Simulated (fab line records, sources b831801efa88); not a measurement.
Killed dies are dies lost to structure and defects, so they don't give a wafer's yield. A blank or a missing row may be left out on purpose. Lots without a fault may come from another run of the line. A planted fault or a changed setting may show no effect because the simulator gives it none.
A struck lot beside a sound one | flow sky130 | 22 steps out of a route of 708
Sound: wafers L747.1, L747.4, L747.5. Struck: wafers L758.1, L758.2, L758.5. The cause comes at the end.
At each step with rows: each side's tool, then ch and its chambers, then its first start. Under that, the readings that differ: sound wafers | struck wafers | difference of the means | sigmas: that difference in standard deviations of wafers without a fault.
alike: readings whose means differ by less than 2 such deviations, and words and numbers that are the same on both sides. not compared: withheld readings, readings that some wafer has no value for, bounds like >300 that may hide the same value, and numbers for which the record gives no deviation and whose values overlap.
The two part at a step that has a row with sigmas, a row that says differs or no value, or rows on one side only. Numbers that don't overlap but have no deviation are shown without sigmas and don't part them. A reading that every wafer of one side lacks parts them only if that side has two wafers or more.

SKY_SD_N_RTA_14: time 2 s.
  sound on rtp_anneal-01 ch 0, day 28 06:13; struck on rtp_anneal-01 ch 0, day 32 16:08
  alike: lamp_power_pct, wafer_temp_C_max
SKY_SD_N_RS_MEAS_16: measures by four-point-probe.
  sound on film_metro-02, day 28 06:23; struck on film_metro-04, day 32 16:19
  alike: SD_N_RS
SKY_SD_N_RS_MEAS_17: measures by four-point-probe.
  sound on film_metro-02, day 28 06:30; struck on film_metro-04, day 32 16:26
  alike: SD_P_RS
SKY_SD_N_RS_MEAS_18: measures by four-point-probe.
  sound on film_metro-02, day 28 06:37; struck on film_metro-04, day 32 16:33
  alike: RES_XHIGH_RS
then, 2 steps without rows for these wafers: SKY_SALICIDE_CLEAN_00 (cleans in HF-last, time 30 s); SKY_LI_CONTACT_HDPCVD_00 (deposits PSG, target thk 930 nm, time 155 s).
SKY_LI_CONTACT_THK_MEAS_01:
  sound on film_metro-03, day 28 06:52; struck on film_metro-02, day 32 16:47
  alike: LI_CONTACT_HDPCVD_THK
SKY_LI_CONTACT_CMP_02: polishes PSG.
  sound on cmp-02 ch 0,3, day 28 06:55; struck on cmp-02 ch 0,3, day 32 16:51
  alike: motor_current_A, time_to_endpoint_s
SKY_LI_CONTACT_BOW_MEAS_03:
  sound on film_metro-04, day 28 07:13; struck on film_metro-04, day 32 17:09
  alike: LI_CONTACT_BOW
then, 2 steps without rows for these wafers: SKY_LI_CONTACT_DEHYDRATE_04 (time 60 s); SKY_LI_CONTACT_HMDS_05 (prime time 60 s).
SKY_LI_CONTACT_COAT_06: resist thk 60 nm.
  sound on litho_track-01 ch 0, day 28 21:29; struck on litho_track-01 ch 0, day 33 06:20
  not compared: chill_plate_temp_C
then, 5 steps without rows for these wafers: SKY_LI_CONTACT_COAT_07 (resist thk 450 nm); SKY_LI_CONTACT_SOFTBAKE_08 (time 90 s); SKY_LI_CONTACT_EXPOSE_09 (exposes mask LICM1, target cd 170 nm); SKY_LI_CONTACT_PEB_10; SKY_LI_CONTACT_DEVELOP_11 (develop time 60 s).
SKY_LI_CONTACT_CD_MEAS_12: target cd 170 nm.
  sound on cd_sem-01, day 29 11:36; struck on cd_sem-02, day 33 19:59
  alike: cd_nm
SKY_LI_CONTACT_OVL_MEAS_13:
  sound on overlay-02, day 29 11:43; struck on overlay-01, day 33 20:07
  reading             | sound | struck    | difference | sigmas
  LI_CONTACT_OVL (nm) | 4 5 4 | -12 2 -22 | -15        | -2
SKY_LI_CONTACT_ETCH_14: etches BARC in N2/H2, stops on SiO2, time 45.9 s, target depth 60 nm.
  sound on rie_diel-02 ch 1,3, day 29 11:45; struck on rie_diel-02 ch 0,1,2, day 33 20:09
  reading                  | sound             | struck            | difference | sigmas
  oes_product_au (a.u.)    | 0.848 0.854 0.856 | 0.884 0.894 0.888 | +0.036     | +8
  model.etch.depth_nm (nm) | 60.29 60.15 60.15 | 64.67 64.61 64.55 | +4.41      |
  alike: drypump_motor_current_A, throttle_valve_pct
  not compared: rf_hours_counter_h
SKY_LI_CONTACT_ETCH_15: etches PSG in C4F8/O2/Ar, stops on Si, target depth 600 nm.
  sound on rie_diel-02 ch 1,3, day 29 11:48; struck on rie_diel-02 ch 0,1,2, day 33 20:11
  alike: oes_product_au
SKY_PAD_OPEN_PROBE_99:
  the record has rows for the sound wafers here (prober-01, day 46 06:14) and none for the struck ones

WHERE THEY PART
First at SKY_LI_CONTACT_OVL_MEAS_13; last, within this record, at SKY_PAD_OPEN_PROBE_99.

WHY: what the simulator had put in
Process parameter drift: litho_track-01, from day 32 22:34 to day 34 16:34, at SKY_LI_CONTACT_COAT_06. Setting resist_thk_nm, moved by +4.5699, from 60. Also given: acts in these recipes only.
